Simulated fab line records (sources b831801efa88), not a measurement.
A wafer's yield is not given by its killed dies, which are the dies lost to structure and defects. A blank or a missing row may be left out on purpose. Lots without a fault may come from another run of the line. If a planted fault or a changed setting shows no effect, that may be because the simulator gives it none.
Which of the tools did it? | flow gf180mcu | 12 lots with 36 wafers sampled at 5 steps, on a route of 602 steps

## WHAT THE GAUGES READ, wafer by wafer
GF_V2_THK_MEAS_03.
lot  | measured     | on            | V2_CVD_02_THK (nm)
L506 | day 19 12:16 | film_metro-03 | 840 859 855
L507 | day 20 04:32 | film_metro-01 | 843 854 840
L511 | day 21 10:58 | film_metro-01 | 833 854 850
L512 | day 22 06:40 | film_metro-01 | 839 831 857
L515 | day 23 01:17 | film_metro-02 | 837 832 833
L517 | day 23 16:50 | film_metro-03 | 854 868 870
L518 | day 24 02:25 | film_metro-02 | 845 842 847
L519 | day 24 05:19 | film_metro-03 | 841 854 857
L520 | day 24 20:19 | film_metro-01 | 824 824 851
L525 | day 25 23:34 | film_metro-01 | 845 861 847
L527 | day 26 16:32 | film_metro-03 | 856 856 864
L528 | day 27 15:11 | film_metro-03 | 836 843 852

GF_M3_THK_MEAS_06: measures by xrf.
lot  | measured     | on            | M3_ALCU_THK (nm)
L506 | day 20 15:11 | film_metro-04 | 452 454 446
L507 | day 21 07:01 | film_metro-04 | 447 456 456
L511 | day 22 12:14 | film_metro-04 | 457 451 453
L512 | day 23 07:44 | film_metro-02 | 463 458 455
L515 | day 24 02:01 | film_metro-04 | 456 456 455
L517 | day 24 19:15 | film_metro-01 | 458 460 458
L518 | day 25 00:22 | film_metro-04 | 453 448 428
L519 | day 25 03:04 | film_metro-04 | 452 451 428
L520 | day 25 20:33 | film_metro-02 | 443 436 452
L525 | day 26 22:52 | film_metro-04 | 454 456 455
L527 | day 27 15:28 | film_metro-01 | 450 451 446
L528 | day 28 13:02 | film_metro-02 | 464 464 466

## EACH LOT AND THE TOOL THAT RAN IT (in order: tool; ch and the chambers of the sampled wafers; start)
lot  | GF_V2_ETCH_16                      | GF_M3_SPUTTER_00             | GF_M3_SPUTTER_04
L506 | rie_diel-02 ch 2,3, day 20 13:29   | pvd_sputter-02, day 20 14:50 | pvd_sputter-02, day 20 15:01
L507 | rie_diel-02 ch 2,3, day 21 05:19   | pvd_sputter-04, day 21 06:40 | pvd_sputter-04, day 21 06:51
L511 | rie_diel-04 ch 1,3, day 22 10:32   | pvd_sputter-01, day 22 11:53 | pvd_sputter-01, day 22 12:04
L512 | rie_diel-04 ch 0,1,3, day 23 06:02 | pvd_sputter-02, day 23 07:23 | pvd_sputter-02, day 23 07:34
L515 | rie_diel-01 ch 0,1,2, day 24 00:19 | pvd_sputter-02, day 24 01:40 | pvd_sputter-02, day 24 01:51
L517 | rie_diel-04 ch 0,1,2, day 24 17:32 | pvd_sputter-01, day 24 18:55 | pvd_sputter-01, day 24 19:05
L518 | rie_diel-01 ch 0,1,3, day 24 22:31 | pvd_sputter-02, day 25 00:02 | pvd_sputter-02, day 25 00:13
L519 | rie_diel-02 ch 0,3, day 25 01:22   | pvd_sputter-02, day 25 02:43 | pvd_sputter-02, day 25 02:54
L520 | rie_diel-01 ch 0,3, day 25 18:17   | pvd_sputter-04, day 25 20:12 | pvd_sputter-04, day 25 20:23
L525 | rie_diel-04 ch 1,2, day 26 21:10   | pvd_sputter-04, day 26 22:31 | pvd_sputter-04, day 26 22:42
L527 | rie_diel-02 ch 1,2,3, day 27 13:44 | pvd_sputter-01, day 27 15:06 | pvd_sputter-01, day 27 15:17
L528 | rie_diel-01 ch 0,1, day 28 11:19   | pvd_sputter-02, day 28 12:42 | pvd_sputter-02, day 28 12:53
- GF_V2_ETCH_16: etches BARC in N2/H2.
- GF_M3_SPUTTER_00: material Ti, target thk 37.5 nm, time 150 s.
- GF_M3_SPUTTER_04: material TiN, target thk 50 nm, time 41.7 s.

## WHAT THE TOOLS THEMSELVES READ (means of the sampled wafers that have a number; where no wafer has one, the mark that the record gives instead)
GF_V2_ETCH_16.
lot  | tool        | drypump_motor_current_A (A) | oes_product_au (a.u.) | throttle_valve_pct (%)
L506 | rie_diel-02 | 6.0                         | 0.857                 | 13.222
L507 | rie_diel-02 | 5.9                         | 0.856                 | 13.224
L511 | rie_diel-04 | 6.2                         | 0.851                 | 13.231
L512 | rie_diel-04 | 5.9                         | 0.855                 | 13.225
L515 | rie_diel-01 | 6.0                         | 0.855                 | 13.233
L517 | rie_diel-04 | 5.9                         | 0.855                 | 13.229
L518 | rie_diel-01 | 5.8                         | 0.853                 | 13.216
L519 | rie_diel-02 | 5.9                         | 0.855                 | 13.225
L520 | rie_diel-01 | 5.5                         | 0.854                 | 13.225
L525 | rie_diel-04 | 6.0                         | 0.851                 | 13.224
L527 | rie_diel-02 | 5.7                         | 0.848                 | 13.226
L528 | rie_diel-01 | 6.1                         | 0.852                 | 13.230

GF_M3_SPUTTER_00.
lot  | tool           | throttle_valve_pct (%)
L506 | pvd_sputter-02 | 29.3
L507 | pvd_sputter-04 | 30.5
L511 | pvd_sputter-01 | 30.0
L512 | pvd_sputter-02 | 29.3
L515 | pvd_sputter-02 | 29.9
L517 | pvd_sputter-01 | 29.7
L518 | pvd_sputter-02 | 30.0
L519 | pvd_sputter-02 | 29.5
L520 | pvd_sputter-04 | 30.4
L525 | pvd_sputter-04 | 30.8
L527 | pvd_sputter-01 | 30.3
L528 | pvd_sputter-02 | 29.9

GF_M3_SPUTTER_04.
lot  | tool           | throttle_valve_pct (%)
L506 | pvd_sputter-02 | 29.2
L507 | pvd_sputter-04 | 30.7
L511 | pvd_sputter-01 | 30.0
L512 | pvd_sputter-02 | 29.3
L515 | pvd_sputter-02 | 29.8
L517 | pvd_sputter-01 | 29.9
L518 | pvd_sputter-02 | 29.8
L519 | pvd_sputter-02 | 29.5
L520 | pvd_sputter-04 | 30.3
L525 | pvd_sputter-04 | 30.7
L527 | pvd_sputter-01 | 30.1
L528 | pvd_sputter-02 | 30.0

## THE ANSWER, worked out from the rows above alone
Rule: what is usual is taken from the lots themselves. Put in order of their means at a reading, lots are off if they are a third of the lots or fewer, leave a main group of 4 or more, and stand apart from it by a gap of 3 or more times the standard deviation of the main group's means; of several such gaps the widest counts. The tables above print the reading to a certain number of digits; a main group whose means all agree to those digits is not used. A lot without any number at a reading at which 4 lots or more have one is off too. All remaining lots with rows at the step are treated as sound. After the gauges, taken in route order, come the tools' own readings; for these a lot's mean is taken, as printed above. At the first step where some lot is off, the reading lying furthest off is the one used; lots without a number count as furthest.
Nothing can be told from this: no lot is off at any reading shown.

## WHAT HAD BEEN PUT IN BY THE SIMULATOR
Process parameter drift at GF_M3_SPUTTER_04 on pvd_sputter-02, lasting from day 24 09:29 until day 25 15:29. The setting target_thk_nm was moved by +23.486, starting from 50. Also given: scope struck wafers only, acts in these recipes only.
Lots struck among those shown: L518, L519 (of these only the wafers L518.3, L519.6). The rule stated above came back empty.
